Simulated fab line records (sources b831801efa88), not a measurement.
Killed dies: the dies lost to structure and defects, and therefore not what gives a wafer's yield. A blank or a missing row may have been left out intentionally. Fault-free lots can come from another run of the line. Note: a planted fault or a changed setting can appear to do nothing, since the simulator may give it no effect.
Split-lot trial || flow sky130 || 5 lots, 23 wafers read, on a route of 708 steps

== THE SPLIT ==
At SKY_NWELL_SOFTBAKE_19, the setting tempC was moved away from the recipe's 110 C on 5 of the 23 wafers read, by +2.5% to +2.5%. The other wafers ran this setting at the recipe's value.

Split to reading: the file shows no intervening step.

== THE READING ==
coat_of_NWELL_COAT_18.thkNm (the simulator's own value, which no gauge read), in nm, at SKY_NWELL_DEVELOP_22 (develop time 60 s). There is no usual value for it anywhere in the file. Average 2993 nm, standard deviation 12 nm, over the 18 wafers here run with the recipe.

{"wafer": "L074.1", "tool, chamber at the split": "lithoTrack-02, 0", "tempC as run, C": 110, "against the recipe": "recipe", "coat_of_NWELL_COAT_18.thkNm, nm": 3013, "against lot-mates on the recipe": "-"}
{"wafer": "L074.2", "tool, chamber at the split": "lithoTrack-02, 0", "tempC as run, C": 110, "against the recipe": "recipe", "coat_of_NWELL_COAT_18.thkNm, nm": 3005, "against lot-mates on the recipe": "-"}
{"wafer": "L074.3", "tool, chamber at the split": "lithoTrack-02, 0", "tempC as run, C": 110, "against the recipe": "recipe", "coat_of_NWELL_COAT_18.thkNm, nm": 3002, "against lot-mates on the recipe": "-"}
{"wafer": "L074.4", "tool, chamber at the split": "lithoTrack-02, 0", "tempC as run, C": 110, "against the recipe": "recipe", "coat_of_NWELL_COAT_18.thkNm, nm": 2996, "against lot-mates on the recipe": "-"}
{"wafer": "L074.5", "tool, chamber at the split": "lithoTrack-02, 0", "tempC as run, C": 110, "against the recipe": "recipe", "coat_of_NWELL_COAT_18.thkNm, nm": 3003, "against lot-mates on the recipe": "-"}
{"wafer": "L076.1", "tool, chamber at the split": "lithoTrack-04, 0", "tempC as run, C": 110, "against the recipe": "recipe", "coat_of_NWELL_COAT_18.thkNm, nm": 2995, "against lot-mates on the recipe": "-"}
{"wafer": "L076.2", "tool, chamber at the split": "lithoTrack-04, 0", "tempC as run, C": 110, "against the recipe": "recipe", "coat_of_NWELL_COAT_18.thkNm, nm": 2983, "against lot-mates on the recipe": "-"}
{"wafer": "L076.3", "tool, chamber at the split": "lithoTrack-04, 0", "tempC as run, C": 110, "against the recipe": "recipe", "coat_of_NWELL_COAT_18.thkNm, nm": 2987, "against lot-mates on the recipe": "-"}
{"wafer": "L076.5", "tool, chamber at the split": "lithoTrack-04, 0", "tempC as run, C": 110, "against the recipe": "recipe", "coat_of_NWELL_COAT_18.thkNm, nm": 2991, "against lot-mates on the recipe": "-"}
{"wafer": "L076.6", "tool, chamber at the split": "lithoTrack-04, 0", "tempC as run, C": 110, "against the recipe": "recipe", "coat_of_NWELL_COAT_18.thkNm, nm": 2988, "against lot-mates on the recipe": "-"}
{"wafer": "L081.1", "tool, chamber at the split": "lithoTrack-02, 0", "tempC as run, C": 112.8, "against the recipe": "+2.5%", "coat_of_NWELL_COAT_18.thkNm, nm": 2981, "against lot-mates on the recipe": -25}
{"wafer": "L081.2", "tool, chamber at the split": "lithoTrack-02, 0", "tempC as run, C": 112.8, "against the recipe": "+2.5%", "coat_of_NWELL_COAT_18.thkNm, nm": 2990, "against lot-mates on the recipe": -16}
{"wafer": "L081.3", "tool, chamber at the split": "lithoTrack-02, 0", "tempC as run, C": 110, "against the recipe": "recipe", "coat_of_NWELL_COAT_18.thkNm, nm": 3002, "against lot-mates on the recipe": "-"}
{"wafer": "L081.5", "tool, chamber at the split": "lithoTrack-02, 0", "tempC as run, C": 110, "against the recipe": "recipe", "coat_of_NWELL_COAT_18.thkNm, nm": 3010, "against lot-mates on the recipe": "-"}
{"wafer": "L081.6", "tool, chamber at the split": "lithoTrack-02, 0", "tempC as run, C": 112.8, "against the recipe": "+2.5%", "coat_of_NWELL_COAT_18.thkNm, nm": 2976, "against lot-mates on the recipe": -30}
{"wafer": "L083.2", "tool, chamber at the split": "lithoTrack-04, 0", "tempC as run, C": 110, "against the recipe": "recipe", "coat_of_NWELL_COAT_18.thkNm, nm": 2974, "against lot-mates on the recipe": "-"}
{"wafer": "L083.3", "tool, chamber at the split": "lithoTrack-04, 0", "tempC as run, C": 112.7, "against the recipe": "+2.5%", "coat_of_NWELL_COAT_18.thkNm, nm": 2952, "against lot-mates on the recipe": -21}
{"wafer": "L083.4", "tool, chamber at the split": "lithoTrack-04, 0", "tempC as run, C": 110, "against the recipe": "recipe", "coat_of_NWELL_COAT_18.thkNm, nm": 2972, "against lot-mates on the recipe": "-"}
{"wafer": "L083.5", "tool, chamber at the split": "lithoTrack-04, 0", "tempC as run, C": 112.7, "against the recipe": "+2.5%", "coat_of_NWELL_COAT_18.thkNm, nm": 2948, "against lot-mates on the recipe": -25}
{"wafer": "L083.6", "tool, chamber at the split": "lithoTrack-04, 0", "tempC as run, C": 110, "against the recipe": "recipe", "coat_of_NWELL_COAT_18.thkNm, nm": 2972, "against lot-mates on the recipe": "-"}
{"wafer": "L084.1", "tool, chamber at the split": "lithoTrack-01, 0", "tempC as run, C": 110, "against the recipe": "recipe", "coat_of_NWELL_COAT_18.thkNm, nm": 2987, "against lot-mates on the recipe": "-"}
{"wafer": "L084.2", "tool, chamber at the split": "lithoTrack-01, 0", "tempC as run, C": 110, "against the recipe": "recipe", "coat_of_NWELL_COAT_18.thkNm, nm": 2994, "against lot-mates on the recipe": "-"}
{"wafer": "L084.5", "tool, chamber at the split": "lithoTrack-01, 0", "tempC as run, C": 110, "against the recipe": "recipe", "coat_of_NWELL_COAT_18.thkNm, nm": 2992, "against lot-mates on the recipe": "-"}

FIT RESULTS
A straight line over all 23 wafers: coat_of_NWELL_COAT_18.thkNm changes by -9.08 nm for each +1% of tempC; r = -0.58; the points scatter about the line by 14 nm.
The same after taking each lot's own level away (the mean of its wafers on the recipe; 23 wafers): -9.27 nm for each +1%; r = -0.92; scatter 4.4 nm.
That fit puts the effect of the largest move of tempC on the reading at 24 nm.
Measured against the standard deviation above, the lots' own levels, which go from 2972.7 to 3006.0 nm, span 2.8 times it.
So the lot-to-lot level blurs the effect unless lot-mates are compared.
Check: for one of the wafers moved furthest among these (+2.5%), held out of the fit, the line's prediction against its lot-mates is -23.2 nm. Against them it came out at -25 nm.

== OTHER SPLITS ON THESE WAFERS ==
These wafers also went through other splits before the reading. Each is held against what the fit with the lots' levels taken away leaves over:
{"other split on the same wafers": "SKY_FIELD_ISO_OXIDATION_01 tempC", "wafers away from the commonest value": 18, "r with coat_of_NWELL_COAT_18.thkNm (lot level and that fit taken away)": "+0.00"}
{"other split on the same wafers": "SKY_FIELD_ISO_STRIP_16 powerW", "wafers away from the commonest value": 5, "r with coat_of_NWELL_COAT_18.thkNm (lot level and that fit taken away)": "+0.22"}
{"other split on the same wafers": "SKY_PWDE_IMPLANT_08 energyKev", "wafers away from the commonest value": 4, "r with coat_of_NWELL_COAT_18.thkNm (lot level and that fit taken away)": "+0.00"}
{"other split on the same wafers": "SKY_NWELL_IMPLANT_11 doseCm2", "wafers away from the commonest value": 8, "r with coat_of_NWELL_COAT_18.thkNm (lot level and that fit taken away)": -0.04}

== THE WHOLE CHAIN: every reading that the file lists as answering this split, in the file's order ==
{"step": "SKY_NWELL_SOFTBAKE_19", "what it does": "", "reading": "coat_of_NWELL_COAT_18.thkNm (the simulator's own value, which no gauge read)", "change (the file's fit)": "-9.38 nm for each +1% of the setting", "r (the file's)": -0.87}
{"step": "SKY_NWELL_DEVELOP_22", "what it does": "develop time 60 s", "reading": "coat_of_NWELL_COAT_18.thkNm (the simulator's own value, which no gauge read)", "change (the file's fit)": "-9.31 nm for each +1% of the setting", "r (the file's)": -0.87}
{"step": "SKY_NWELL_STRIP_25", "what it does": "strips in O2/N2", "reading": "stripTimeToEndpointS", "change (the file's fit)": "withheld for each +1% of the setting", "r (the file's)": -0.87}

== THE FILE'S OWN FIT ==
coat_of_NWELL_COAT_18.thkNm changes by -9.31 nm for each +1% of tempC, r = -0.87.
